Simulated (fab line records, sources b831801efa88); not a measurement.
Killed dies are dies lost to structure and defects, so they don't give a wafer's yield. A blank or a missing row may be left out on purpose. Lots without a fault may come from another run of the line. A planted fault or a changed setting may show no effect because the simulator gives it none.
Problem report in the 8D (eight disciplines) form, filled by code | flow sky130 | the parts of the form that need people (team, actions taken, sign-off) are left out

1. THE PROBLEM
killed_at_contacts at SKY_PAD_OPEN_PROBE_99 reads a mean of 73 on 2 wafers of 2 lots; wafers without a fault read 25 with a standard deviation of 5.8. That is +8.3 standard deviations from the usual mean.
First seen on wafer L897.5, day 47 06:02, on prober-02. The record holds 39 wafers of 13 lots with a number at this step. Rule for "out", or "out of limits": more than 4 standard deviations from the usual mean. The other wafers with a number count as sound.

2. WHAT IT IS AND WHAT IT IS NOT
question                    | is                   | is not
which readings at this step | killed_at_contacts   | killed_at_M0_to_M3, killed_at_M4_up, killed_at_front_end, killed_at_other
which lots                  | L897, L898           | L891, L892, L893, L894, L906, L908, L909, L910, L911, L912, L913
which wafers of those lots  | L897.5, L898.4       | L897.1, L897.3, L898.5, L898.6
read on which tools         | prober-01, prober-02 | -
when                        | from day 47 06:02    | up to then (14 sound wafers); but 23 sound wafers of L898, L906, L908, L909, L910, L911, L912, L913 came after

3. SUSPECTS, AND WHAT RULES EACH OUT
Counting: a tool at a process step up to the reading stays a suspect if it ran every lot that is out. Sound lots after the first of them don't rule it out here, since some wafers of a struck lot are sound.
- pvd_sputter-01 at SKY_LOCAL_INTERCONNECT_SPUTTER_00 (material TiN, target thk 100 nm, time 83.3 s): kept. It ran every lot that is out, first L897 (day 31 01:02); its last sound lot up to then is L894 (day 30 04:40).
- plasma_asher-04 at SKY_PAD_OPEN_STRIP_08 (strips in O2/N2): kept. It ran every lot that is out, first L897 (day 47 03:37); its last sound lot up to then is L894 (day 46 10:11).
Left after counting: pvd_sputter-01 at SKY_LOCAL_INTERCONNECT_SPUTTER_00, plasma_asher-04 at SKY_PAD_OPEN_STRIP_08.

4. THE CAUSE (what the simulator had put in)
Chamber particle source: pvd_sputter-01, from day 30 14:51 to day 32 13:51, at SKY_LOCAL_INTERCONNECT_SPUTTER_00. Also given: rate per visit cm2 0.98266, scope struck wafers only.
Counting left 2 suspects, and this tool is among them.

5. THE CHAIN OF EFFECTS, in route order
Each row: a reading whose mean over the struck wafers that have a number lies more than 3 standard deviations from the usual. Only readings for which the record gives a usual standard deviation are gone through. hours: the time from each lot's start at the first step in this table that gives one to its start at this step, as a median over the lots. sigmas: the change in usual standard deviations.
hours | step                  | reading            | usual | on struck wafers | change | sigmas
0     | SKY_PAD_OPEN_PROBE_99 | killed_at_contacts | 25    | 73               | +48    | +8.3
0     | SKY_PAD_OPEN_PROBE_99 | killed_dies        | 86    | 122              | +36    | +4.1
The process steps in it:
- SKY_PAD_OPEN_PROBE_99

6. WHAT WOULD HAVE CAUGHT IT SOONER
In this record the first reading out of limits was taken at day 47 06:02, 399 hours after the fault began at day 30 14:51.
Of the tool readings at SKY_LOCAL_INTERCONNECT_SPUTTER_00 for which the record gives a usual standard deviation, none was out on any struck wafer, so an alarm limit of 4 standard deviations on them would not have fired.
All the lots that are out (2) had begun SKY_LOCAL_INTERCONNECT_SPUTTER_00 on pvd_sputter-01 by day 47 06:02. A hold on the tool at that time would have spared none of them.
